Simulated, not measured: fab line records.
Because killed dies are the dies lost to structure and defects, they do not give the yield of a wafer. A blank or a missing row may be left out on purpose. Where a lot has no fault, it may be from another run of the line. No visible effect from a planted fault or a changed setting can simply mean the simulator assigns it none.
fab line records	flow sky130
record: lots: 24	wafers: 72	lastDay: 50
route steps=708 shown METAL2@501 VIA2@509 VIA3@588 METAL4@633
lots that met no fault: taken from a fault-free run of the same line
startH: hours from the record's opening day to when the first of the lot's shown wafers began	waitH: how many hours have passed since the lot's step before this one	" the same as in the row above	L1.1+2: a row that stands for several wafers	- no value, or no start was given	* or withheld: withheld	< > ~ a bound
route shown NAME@n: a module of which the file shows steps, and the number in the route of the first	usual: mean/standard deviation of fault-free wafers	same: alike in all rows	chamber/n: place in a boat	sites: per-site readings	_std_site: the standard deviation of these	_edge_site: inner sites' mean taken away from outer sites' mean	radiusMm: for every site, how far away it sits from the centre of the wafer	mask NAME#n: copy n	behind: tool/chamber where the wafer was last shaped	hold: reason for holding the lot/hours on hold/outcome of the hold	device: whichever transistor did not switch (one of n, p or np)	end of line: tests of these same wafers at the route's end	a step given without rows: its recipe and nothing more	killed: dies lost to structure and defects at the first sort, not the wafer's yield	map: shows each die of a wafer: x if killed, . if not, _ if none is there
set.NAME: the setting the step ran with; set.NAME@STEP: the setting that earlier step ran with	model.NAME: the simulator's own value behind a step, which no gauge read
the route's steps for a sample of lots (tables are steps, rows are wafers)
services: a tool's chamber out of use, with start hour (startH, from the record's first day; less than 0 if before it), hours out, and reason
== steps ==
step: SKY_METAL2_ETCH_18
recipe: chemistry: N2/H2	target: BARC	ionEnergyEv: 200	biasW: 100	pressureMtorr: 30	n2FlowSccm: 100	h2FlowSccm: 200	icpW: 500	stopOn: SiO2	timeS: 45.9	targetDepthA: 600
usual: drypumpMotorCurrentA: 6.10/0.28	heBacksideLeakSccm: 3.4/0.4	oesProductAu: 0.855/0.0051	rfFwdPowerW: 495.2/2	throttleValvePct: 13.225/0.0093
lot.wafer	tool	chamber	startH	waitH	drypumpMotorCurrentA	heBacksideLeakSccm	oesProductAu	rfFwdPowerW	rfHoursCounterH	throttleValvePct
L074.2	rieMetal-04	1	814.09	0.0	6.47	3.5	0.852	496.3	9	13.236
L074.3	"	0	"	"	6.14	3.5	0.859	494.6	-	13.229
L074.4	"	1	"	"	6.48	3.5	0.853	496.2	-	13.195
L075.2	rieMetal-02	0	818.51	0.1	6.17	3.2	0.855	494.1	-	13.230
L075.4	"	0	"	"	6.16	3.1	0.854	493.8	-	13.220
L075.5	"	0	"	"	6.17	3.5	0.869	496.4	-	13.231
L076.3	rieMetal-04	1	829.33	0.0	6.49	3.7	0.853	497.7	-	13.231
L076.4	"	0	"	"	6.12	3.4	0.858	495.4	-	13.212
L076.6	"	0	"	"	6.13	3.5	0.853	493.0	-	13.218
L077.2	rieMetal-02	0	836.30	0.0	6.18	3.2	0.851	495.1	12	13.229
L077.3	"	0	"	"	6.21	3.2	0.856	491.8	-	13.220
L077.4	"	1	"	"	6.04	3.5	0.861	495.2	-	13.228
L078.2	rieMetal-03	0	848.05	0.0	5.55	3.0	0.849	494.1	0	13.224
L078.4	"	0	"	"	5.55	3.2	0.859	494.9	-	13.235
L078.6	"	0	"	"	5.57	3.2	0.841	495.3	-	13.221
L079.3	rieMetal-04	1	855.39	0.0	6.51	3.5	0.857	492.4	-	13.225
L079.5	"	0	"	"	6.12	3.7	0.852	493.3	-	13.216
L079.6	"	1	"	"	6.47	3.4	0.863	492.4	-	13.213
L081.2	rieMetal-03	1	865.90	0.0	6.13	3.5	0.864	493.5	8	13.231
L081.3	"	0	"	"	5.57	3.1	0.840	495.4	-	13.216
L081.5	"	1	"	"	6.05	3.5	0.852	494.4	-	13.215
L080.1	rieMetal-02	1	874.14	0.0	6.07	3.2	0.856	497.7	2	13.218
L080.2	"	0	"	"	6.22	3.0	0.859	494.5	14	13.223
L080.4	"	0	"	"	6.23	3.5	0.855	494.6	-	13.217
L082.1	rieMetal-02	0	878.47	0.0	6.17	3.4	0.845	492.7	14	13.228
L082.5	"	1	"	"	6.04	3.3	0.855	497.1	-	13.232
L082.6	"	0	"	"	6.21	3.4	0.845	495.2	-	13.231
L083.1	rieMetal-03	1	899.55	0.0	6.18	3.5	0.863	494.8	10	13.239
L083.3	"	1	"	"	6.11	3.5	0.847	495.1	-	13.234
L083.4	"	0	"	"	5.56	3.2	0.853	497.0	-	13.216
L084.1	rieMetal-04	1	918.02	0.0	6.49	3.6	0.857	498.6	13	13.214
L084.2	"	0	"	"	6.12	3.4	0.866	493.3	6	13.242
L084.6	"	1	"	"	6.49	3.5	0.854	498.5	-	13.201
L085.1	rieMetal-03	1	919.34	0.0	6.11	3.4	0.858	493.6	11	13.235
L085.3	"	0	"	"	5.58	3.3	0.851	496.0	-	13.221
L085.4	"	1	"	"	6.14	3.4	0.857	493.1	-	13.228
L086.1	rieMetal-04	0	922.29	0.0	6.12	6.9	0.852	494.6	7	13.218
L086.4	"	1	"	"	6.47	3.7	0.851	497.2	-	13.216
L086.6	"	0	"	"	6.12	3.4	0.854	495.9	-	13.228
L087.1	rieMetal-04	0	923.44	0.0	6.13	3.5	0.863	493.9	7	13.203
L087.5	"	1	"	"	6.50	3.6	0.861	499.0	-	13.226
L087.6	"	0	"	"	6.12	3.4	0.863	492.4	-	13.223
L088.1	rieMetal-04	0	929.34	0.0	6.14	3.7	0.857	494.3	7	13.223
L088.2	"	1	"	"	6.48	3.6	0.854	496.9	14	13.224
L088.4	"	0	"	"	6.15	3.7	0.858	494.3	-	13.231
L089.1	rieMetal-03	0	932.79	0.0	5.55	3.1	0.852	496.4	5	13.232
L089.2	"	1	"	"	6.10	3.5	0.846	494.1	12	13.219
L089.6	"	0	"	"	5.56	3.2	0.854	495.5	-	13.231
L090.3	rieMetal-03	0	934.69	0.0	5.56	3.0	0.848	494.5	-	13.219
L090.5	"	1	"	"	6.13	3.4	0.853	491.9	-	13.220
L090.6	"	0	"	"	5.57	3.2	0.860	494.2	-	13.237
L092.1	rieMetal-03	0	950.69	0.1	5.55	3.1	0.864	494.3	5	13.248
L092.4	"	0	"	"	5.59	3.2	0.848	498.2	-	13.223
L092.5	"	0	"	"	5.57	3.0	0.849	496.8	-	13.235
L091.2	rieMetal-02	1	951.27	0.0	6.07	3.2	0.848	495.3	6	13.207
L091.3	"	1	"	"	6.05	3.2	0.855	497.0	-	13.237
L091.5	"	0	"	"	6.15	3.1	0.852	494.2	-	13.228
L093.4	rieMetal-04	1	955.37	0.0	6.49	3.6	0.856	498.9	-	13.216
L093.5	"	0	"	"	6.13	3.6	0.847	492.7	-	13.226
L093.6	"	1	"	"	6.48	3.5	0.857	497.3	-	13.219
L094.1	rieMetal-04	0	963.70	0.1	6.13	3.7	0.862	493.7	9	13.216
L094.2	"	0	"	"	6.13	3.6	0.851	492.9	-	13.232
L094.5	"	0	"	"	6.14	3.6	0.855	491.6	-	13.226
L095.1	rieMetal-02	1	967.72	0.0	6.05	3.4	0.853	496.1	7	13.222
L095.4	"	1	"	"	6.04	3.3	0.852	496.3	-	13.238
L095.6	"	0	"	"	6.20	3.0	0.856	495.3	-	13.229
L096.2	rieMetal-04	1	970.37	0.0	6.46	3.6	0.861	495.3	15	13.228
L096.4	"	1	"	"	6.46	3.4	0.858	496.4	-	13.223
L096.5	"	1	"	"	6.47	3.5	0.854	495.4	-	13.221
L097.1	rieMetal-02	1	983.32	0.0	6.05	3.4	0.861	495.3	7	13.223
L097.2	"	0	"	"	6.26	3.1	0.856	493.0	19	13.216
L097.3	"	1	"	"	6.04	3.3	0.849	494.6	-	13.216
step: SKY_VIA2_CMP_02
recipe: material: SiO2	downForcePsi: 4	platenRpm: 60	padVelocityMS: 0.94248
usual: motorCurrentA: 12.1/1.1
lot.wafer	tool	chamber	startH	waitH	motorCurrentA
L074.3	cmp-01	1	815.02	0.0	11.8
L074.2	"	3	"	"	11.8
L074.4	"	0	"	"	12.3
L075.4	cmp-01	0	819.57	0.0	12.6
L075.2	"	3	"	"	11.8
L075.5	"	0	"	"	12.4
L076.3	cmp-02	3	830.23	0.0	14.7
L076.4	"	0	"	"	11.6
L076.6	"	0	"	"	12.1
L077.3	cmp-01	2	837.30	0.0	12.5
L077.2	"	0	"	"	12.7
L077.4	"	1	"	"	11.9
L078.4	cmp-02	0	849.02	0.0	11.9
L078.2	"	2	"	"	10.8
L078.6	"	0	"	"	11.9
L079.3	cmp-01	3	856.45	0.2	11.8
L079.5	"	0	"	"	12.2
L079.6	"	1	"	"	12.0
L081.2	cmp-02	0	866.89	0.0	12.2
L081.3	"	1	"	"	12.1
L081.5	"	0	"	"	11.7
L080.4	cmp-01	0	875.11	0.0	12.2
L080.1	"	1	"	"	11.8
L080.2	"	3	"	"	11.3
L082.1	cmp-02	2	879.57	0.2	10.3
L082.5	"	3	"	"	15.3
L082.6	"	0	"	"	12.1
L083.3	cmp-01	0	900.91	0.0	13.4
L083.1	"	1	"	"	11.7
L083.4	"	3	"	"	11.7
L084.2	cmp-02	2	919.05	0.1	10.4
L084.1	"	3	"	"	14.9
L084.6	"	1	"	"	12.4
L085.3	cmp-02	2	920.28	0.0	10.2
L085.1	"	3	"	"	14.6
L085.4	"	1	"	"	12.4
L086.1	cmp-01	1	923.26	0.1	11.8
L086.4	"	3	"	"	11.3
L086.6	"	1	"	"	11.8
L087.1	cmp-02	0	924.48	0.1	11.7
L087.5	"	2	"	"	10.0
L087.6	"	3	"	"	13.3
L088.4	cmp-01	2	930.35	0.0	12.3
L088.2	"	3	"	"	11.0
L088.1	"	1	"	"	11.5
L089.2	cmp-02	1	933.88	0.1	13.6
L089.1	"	3	"	"	14.3
L089.6	"	0	"	"	12.0
L090.3	cmp-01	1	935.74	0.1	12.2
L090.5	"	0	"	"	13.0
L090.6	"	1	"	"	11.6
L092.4	cmp-02	3	951.82	0.0	14.4
L092.1	"	2	"	"	10.3
L092.5	"	3	"	"	13.5
L091.3	cmp-01	2	952.21	0.0	11.9
L091.2	"	0	"	"	11.9
L091.5	"	2	"	"	12.3
L093.4	cmp-02	0	956.38	0.1	11.6
L093.5	"	2	"	"	9.8
L093.6	"	3	"	"	14.8
L094.1	cmp-01	1	964.78	0.1	11.4
L094.2	"	2	"	"	12.4
L094.5	"	1	"	"	11.5
L095.1	cmp-01	3	968.75	0.1	11.6
L095.4	"	0	"	"	12.4
L095.6	"	2	"	"	12.2
L096.2	cmp-01	2	971.30	0.0	12.2
L096.4	"	1	"	"	11.5
L096.5	"	3	"	"	11.6
L097.2	cmp-01	3	984.28	0.0	11.6
L097.1	"	1	"	"	11.8
L097.3	"	2	"	"	12.6
step: SKY_VIA2_OVL_MEAS_13
usual: VIA2_OVL: -1/5.7
lot.wafer	tool	chamber	startH	waitH	VIA2_OVL[nm]
L074.2	overlay-01	-	841.48	0.1	-2
L074.3	"	-	"	"	1
L074.4	"	-	"	"	-2
L075.2	overlay-01	-	845.64	0.1	14
L075.4	"	-	"	"	7
L075.5	"	-	"	"	-7
L076.3	overlay-01	-	856.26	0.1	3
L076.4	"	-	"	"	-3
L076.6	"	-	"	"	3
L077.2	overlay-01	-	863.27	0.1	3
L077.3	"	-	"	"	-1
L077.4	"	-	"	"	12
L078.2	overlay-01	-	875.51	0.1	-7
L078.4	"	-	"	"	-1
L078.6	"	-	"	"	-6
L079.3	overlay-02	-	882.49	0.1	-5
L079.5	"	-	"	"	-11
L079.6	"	-	"	"	-3
L081.2	overlay-01	-	893.62	0.1	2
L081.3	"	-	"	"	-7
L081.5	"	-	"	"	-2
L080.1	overlay-01	-	901.38	0.1	-4
L080.2	"	-	"	"	-10
L080.4	"	-	"	"	-8
L082.1	overlay-02	-	906.01	0.1	-6
L082.5	"	-	"	"	-3
L082.6	"	-	"	"	-10
L083.1	overlay-01	-	926.30	0.1	-2
L083.3	"	-	"	"	-3
L083.4	"	-	"	"	-9
L084.1	overlay-01	-	944.13	0.1	3
L084.2	"	-	"	"	-3
L084.6	"	-	"	"	-7
L085.1	overlay-02	-	945.25	0.1	2
L085.3	"	-	"	"	-2
L085.4	"	-	"	"	-3
L086.1	overlay-02	-	948.31	0.1	-2
L086.4	"	-	"	"	2
L086.6	"	-	"	"	9
L087.1	overlay-02	-	949.26	0.1	-10
L087.5	"	-	"	"	-11
L087.6	"	-	"	"	-3
L088.1	overlay-02	-	954.90	0.1	-7
L088.2	"	-	"	"	3
L088.4	"	-	"	"	0
L089.1	overlay-02	-	958.53	0.1	-6
L089.2	"	-	"	"	-1
L089.6	"	-	"	"	-4
L090.3	overlay-02	-	960.67	0.1	2
L090.5	"	-	"	"	4
L090.6	"	-	"	"	-11
L092.1	overlay-02	-	976.40	0.1	4
L092.4	"	-	"	"	7
L092.5	"	-	"	"	3
L091.2	overlay-02	-	976.93	0.1	3
L091.3	"	-	"	"	2
L091.5	"	-	"	"	3
L093.4	overlay-02	-	981.45	0.5	0
L093.5	"	-	"	"	2
L093.6	"	-	"	"	7
L094.1	overlay-01	-	989.65	0.1	-1
L094.2	"	-	"	"	-2
L094.5	"	-	"	"	-2
L095.1	overlay-01	-	992.53	0.1	-5
L095.4	"	-	"	"	-11
L095.6	"	-	"	"	0
L096.2	overlay-01	-	995.68	0.1	-10
L096.4	"	-	"	"	-10
L096.5	"	-	"	"	2
L097.1	overlay-02	-	1007.70	0.1	-2
L097.2	"	-	"	"	6
L097.3	"	-	"	"	1
step: SKY_VIA3_ETCH_15
recipe: target: SiO2	chemistry: C4F8/O2/Ar	targetDepthNm: 507	stopOn: TiN	maskMaterial: KrF-thick	sourceW: 1500	biasW: 1200	pressureMtorr: 40	c4f8FlowSccm: withheld	O2_flow_sccm: 6	Ar_flow_sccm: 300	timeS: 78
usual: oesProductAu: 0.946/0.0048	rfFwdPowerW: 1487/5.7
lot.wafer	tool	chamber	startH	waitH	oesProductAu	rfFwdPowerW	rfHoursCounterH
L074.2	rieDiel-02	0	922.03	0.0	0.942	1497	15
L074.3	"	3	"	"	0.941	1483	12
L074.4	"	2	"	"	0.951	1495	11
L075.2	rieDiel-03	2	926.92	0.0	0.946	1498	26
L075.4	"	1	"	"	0.945	1489	23
L075.5	"	2	"	"	0.947	1498	-
L076.3	rieDiel-02	3	936.02	0.0	0.946	1481	13
L076.4	"	2	"	"	0.943	1499	11
L076.6	"	3	"	"	0.943	1473	-
L077.2	rieDiel-04	1	942.42	0.0	0.953	1485	8
L077.3	"	2	"	"	0.945	1486	16
L077.4	"	3	"	"	0.947	1485	1
L078.2	rieDiel-02	2	954.20	0.0	0.942	1494	12
L078.4	"	0	"	"	0.945	1489	17
L078.6	"	0	"	"	0.948	1488	-
L079.3	rieDiel-02	3	960.77	0.0	0.945	1476	14
L079.5	"	0	"	"	0.949	1494	-
L079.6	"	1	"	"	0.943	1483	-
L081.2	rieDiel-03	0	971.63	0.0	0.947	1484	9
L081.3	"	3	"	"	0.951	1481	4
L081.5	"	0	"	"	0.946	1489	-
L080.1	rieDiel-02	2	979.25	0.0	0.943	1494	13
L080.2	"	3	"	"	0.933	1481	14
L080.4	"	0	"	"	0.942	1496	-
L082.1	rieDiel-04	3	984.28	0.0	0.946	1487	2
L082.5	"	1	"	"	0.945	1489	-
L082.6	"	2	"	"	0.951	1485	-
L083.1	rieDiel-04	2	1001.72	0.0	0.943	1488	18
L083.3	"	0	"	"	0.948	1480	0
L083.4	"	1	"	"	0.942	1488	10
L084.1	rieDiel-04	1	1018.77	0.0	0.945	1485	10
L084.2	"	3	"	"	0.947	1488	3
L084.6	"	2	"	"	0.948	1501	-
L085.1	rieDiel-04	1	1020.61	0.0	0.959	1479	10
L085.3	"	2	"	"	0.949	1489	19
L085.4	"	0	"	"	0.950	1486	1
L086.1	rieDiel-03	2	1022.97	0.0	0.938	1485	30
L086.4	"	1	"	"	0.949	1483	26
L086.6	"	1	"	"	0.946	1487	-
L087.1	rieDiel-02	3	1024.25	0.0	0.945	1483	16
L087.5	"	3	"	"	0.954	1479	-
L087.6	"	0	"	"	0.939	1493	-
L088.1	rieDiel-03	0	1030.08	0.0	0.954	1489	12
L088.2	"	3	"	"	0.950	1485	6
L088.4	"	2	"	"	0.939	1491	30
L089.1	rieDiel-04	2	1033.03	0.0	0.953	1487	19
L089.2	"	3	"	"	0.943	1487	4
L089.6	"	3	"	"	0.943	1493	-
L090.3	rieDiel-04	1	1034.37	0.0	0.948	1489	11
L090.5	"	1	"	"	0.940	1488	-
L090.6	"	0	"	"	0.943	1482	-
L092.1	rieDiel-03	0	1048.62	0.0	0.948	1492	12
L092.4	"	0	"	"	0.948	1487	-
L092.5	"	3	"	"	0.952	1487	-
L091.2	rieDiel-04	2	1049.51	0.0	0.944	1484	20
L091.3	"	0	"	"	0.951	1486	2
L091.5	"	1	"	"	0.946	1485	-
L093.4	rieDiel-02	2	1053.56	0.0	0.945	1487	-
L093.5	"	0	"	"	0.940	1488	-
L093.6	"	1	"	"	0.943	1483	-
L094.1	rieDiel-03	3	1059.43	0.0	0.952	1486	7
L094.2	"	1	"	"	0.950	1480	28
L094.5	"	0	"	"	0.941	1491	-
L095.1	rieDiel-04	1	1064.21	0.0	0.950	1493	12
L095.4	"	0	"	"	0.948	1481	3
L095.6	"	1	"	"	0.947	1495	-
L096.2	rieDiel-03	2	1068.16	0.0	0.949	1496	0
L096.4	"	1	"	"	0.951	1490	28
L096.5	"	2	"	"	0.938	1490	-
L097.1	rieDiel-03	0	1076.37	0.0	0.957	1493	13
L097.2	"	2	"	"	0.937	1486	1
L097.3	"	3	"	"	0.946	1484	8
step: SKY_VIA3_THK_MEAS_23
recipe: thkMeasGauge: xrf	reads: W_of_VIA3_CVD_21
usual: VIA3_W_THK: 389/5.7
lot.wafer	tool	chamber	startH	waitH	VIA3_W_THK[nm]
L074.2	filmMetro-03	-	922.99	0.1	388
L074.3	"	-	"	"	386
L074.4	"	-	"	"	384
L075.2	filmMetro-02	-	927.89	0.1	392
L075.4	"	-	"	"	393
L075.5	"	-	"	"	389
L076.3	filmMetro-03	-	937.35	0.1	389
L076.4	"	-	"	"	386
L076.6	"	-	"	"	394
L077.2	filmMetro-03	-	943.38	0.1	392
L077.3	"	-	"	"	394
L077.4	"	-	"	"	387
L078.2	filmMetro-03	-	955.17	0.1	380
L078.4	"	-	"	"	375
L078.6	"	-	"	"	382
L079.3	filmMetro-03	-	961.78	0.1	381
L079.5	"	-	"	"	383
L079.6	"	-	"	"	381
L081.2	filmMetro-02	-	972.59	0.1	395
L081.3	"	-	"	"	394
L081.5	"	-	"	"	381
L080.1	filmMetro-04	-	980.22	0.1	385
L080.2	"	-	"	"	388
L080.4	"	-	"	"	385
L082.1	filmMetro-02	-	985.27	0.1	383
L082.5	"	-	"	"	380
L082.6	"	-	"	"	384
L083.1	filmMetro-02	-	1002.79	0.1	392
L083.3	"	-	"	"	392
L083.4	"	-	"	"	389
L084.1	filmMetro-03	-	1019.74	0.1	393
L084.2	"	-	"	"	390
L084.6	"	-	"	"	393
L085.1	filmMetro-04	-	1021.63	0.1	386
L085.3	"	-	"	"	392
L085.4	"	-	"	"	389
L086.1	filmMetro-02	-	1023.93	0.1	383
L086.4	"	-	"	"	381
L086.6	"	-	"	"	390
L087.1	filmMetro-03	-	1025.24	0.1	386
L087.5	"	-	"	"	381
L087.6	"	-	"	"	387
L088.1	filmMetro-04	-	1031.04	0.1	386
L088.2	"	-	"	"	393
L088.4	"	-	"	"	385
L089.1	filmMetro-02	-	1033.99	0.1	396
L089.2	"	-	"	"	388
L089.6	"	-	"	"	387
L090.3	filmMetro-04	-	1035.34	0.1	399
L090.5	"	-	"	"	398
L090.6	"	-	"	"	400
L092.1	filmMetro-02	-	1049.57	0.1	390
L092.4	"	-	"	"	390
L092.5	"	-	"	"	386
L091.2	filmMetro-02	-	1050.47	0.1	394
L091.3	"	-	"	"	387
L091.5	"	-	"	"	387
L093.4	filmMetro-03	-	1054.86	0.1	391
L093.5	"	-	"	"	397
L093.6	"	-	"	"	395
L094.1	filmMetro-04	-	1060.39	0.1	391
L094.2	"	-	"	"	401
L094.5	"	-	"	"	400
L095.1	filmMetro-03	-	1065.16	0.1	386
L095.4	"	-	"	"	392
L095.6	"	-	"	"	379
L096.2	filmMetro-03	-	1069.16	0.1	385
L096.4	"	-	"	"	390
L096.5	"	-	"	"	383
L097.1	filmMetro-03	-	1077.33	0.1	392
L097.2	"	-	"	"	385
L097.3	"	-	"	"	392
step: SKY_METAL4_ETCH_17
recipe: target: SiO2	stopOn: TiN	chemistry: C4F8/O2/Ar	sourceW: 1500	biasW: 1233	pressureMtorr: 40	c4f8FlowSccm: withheld	O2_flow_sccm: 6	Ar_flow_sccm: 300	timeS: 3.9	targetDepthA: 150
usual: oesProductAu: 0.755/0.0075	rfFwdPowerW: 1468/6.8
lot.wafer	tool	chamber	startH	waitH	oesProductAu	rfFwdPowerW	rfHoursCounterH
L074.2	rieDiel-01	2	972.65	0.1	0.741	1465	2
L074.3	"	1	"	"	0.755	1470	19
L074.4	"	3	"	"	0.756	1471	1
L075.2	rieDiel-04	2	978.22	0.1	0.763	1466	17
L075.4	"	0	"	"	0.759	1467	24
L075.5	"	1	"	"	0.758	1470	-
L076.3	rieDiel-04	3	986.21	0.1	0.770	1460	2
L076.4	"	3	"	"	0.766	1464	-
L076.6	"	2	"	"	0.761	1467	-
L077.2	rieDiel-01	1	991.50	0.1	0.748	1459	19
L077.3	"	0	"	"	0.744	1469	11
L077.4	"	3	"	"	0.752	1472	2
L078.2	rieDiel-02	3	1003.88	0.1	0.751	1464	15
L078.4	"	1	"	"	0.762	1467	11
L078.6	"	0	"	"	0.755	1470	-
L079.3	rieDiel-04	0	1010.98	0.0	0.752	1462	1
L079.5	"	2	"	"	0.772	1462	-
L079.6	"	1	"	"	0.767	1467	-
L081.2	rieDiel-01	0	1020.63	0.1	0.751	1479	11
L081.3	"	1	"	"	0.757	1460	20
L081.5	"	1	"	"	0.765	1464	-
L080.1	rieDiel-04	2	1028.22	0.1	0.762	1469	19
L080.2	"	1	"	"	0.759	1469	11
L080.4	"	3	"	"	0.764	1470	4
L082.1	rieDiel-02	2	1032.68	0.1	0.767	1485	14
L082.5	"	2	"	"	0.756	1478	-
L082.6	"	3	"	"	0.745	1465	-
L083.1	rieDiel-02	0	1049.73	0.1	0.757	1478	20
L083.3	"	1	"	"	0.755	1456	12
L083.4	"	3	"	"	0.764	1462	16
L084.1	rieDiel-02	1	1065.50	0.1	0.751	1464	13
L084.2	"	2	"	"	0.748	1466	15
L084.6	"	3	"	"	0.749	1464	-
L085.1	rieDiel-01	0	1067.65	0.1	0.748	1477	13
L085.3	"	2	"	"	0.752	1466	5
L085.4	"	1	"	"	0.751	1458	21
L086.1	rieDiel-02	2	1069.55	0.1	0.753	1482	15
L086.4	"	1	"	"	0.760	1461	13
L086.6	"	1	"	"	0.745	1462	-
L087.1	rieDiel-04	0	1070.62	0.1	0.757	1469	3
L087.5	"	0	"	"	0.762	1472	-
L087.6	"	1	"	"	0.771	1474	-
L088.1	rieDiel-02	0	1075.30	0.1	0.755	1472	21
L088.2	"	3	"	"	0.756	1463	17
L088.4	"	2	"	"	0.771	1476	16
L089.1	rieDiel-01	1	1078.20	0.1	0.743	1466	22
L089.2	"	2	"	"	0.746	1465	5
L089.6	"	0	"	"	0.757	1476	-
L090.3	rieDiel-02	3	1079.52	0.0	0.758	1465	17
L090.5	"	1	"	"	0.754	1473	-
L090.6	"	0	"	"	0.751	1478	-
L092.1	rieDiel-02	0	1093.17	0.1	0.745	1481	21
L092.4	"	2	"	"	0.751	1475	16
L092.5	"	0	"	"	0.757	1474	-
L091.2	rieDiel-02	1	1093.87	0.1	0.751	1461	14
L091.3	"	0	"	"	0.747	1480	22
L091.5	"	3	"	"	0.757	1470	-
L093.4	rieDiel-01	0	1097.20	0.0	0.762	1464	14
L093.5	"	2	"	"	0.752	1472	-
L093.6	"	1	"	"	0.748	1463	-
L094.1	rieDiel-04	2	1101.53	0.1	0.758	1465	22
L094.2	"	3	"	"	0.743	1461	7
L094.5	"	2	"	"	0.744	1463	-
L095.1	rieDiel-01	0	1107.65	0.2	0.747	1473	14
L095.4	"	3	"	"	0.760	1467	5
L095.6	"	1	"	"	0.760	1457	-
L096.2	rieDiel-01	1	1111.12	0.1	0.752	1465	23
L096.4	"	2	"	"	0.745	1468	6
L096.5	"	2	"	"	0.752	1470	-
L097.1	rieDiel-02	3	1118.16	0.2	0.748	1462	18
L097.2	"	2	"	"	0.759	1484	17
L097.3	"	1	"	"	0.749	1465	15
== services ==
tool	chamber	startH	hours	kind
cmp-02	-	792.31	1.4	repair
cmp-02	-	797.71	2.0	repair
rieDiel-04	2	842.70	3.6	repair
cmp-02	-	844.40	1.8	repair
rieDiel-04	2	849.95	2.7	repair
rieDiel-02	2	852.15	9.6	repair
cmp-02	-	855.19	4.2	repair
cmp-02	-	859.43	3.9	pm
cmp-01	-	860.29	2.5	repair
cmp-01	-	872.59	1.9	repair
rieDiel-04	3	873.99	9.7	repair
rieDiel-02	3	908.26	4.2	repair
cmp-01	-	912.02	4.0	pm
rieDiel-04	0	958.54	4.1	repair
rieMetal-04	1	959.01	8.1	repair
rieDiel-02	1	970.38	13.2	repair
cmp-02	-	980.09	0.9	repair
rieMetal-04	1	982.31	19.4	repair
rieDiel-02	1	1031.89	1.4	repair
cmp-02	-	1039.04	7.8	pm
rieDiel-02	3	1053.26	10.1	repair
rieMetal-04	-	1060.48	0.4	repair
cmp-02	-	1084.30	4.0	pm
cmp-01	-	1105.23	4.0	pm
== key ==
fault none
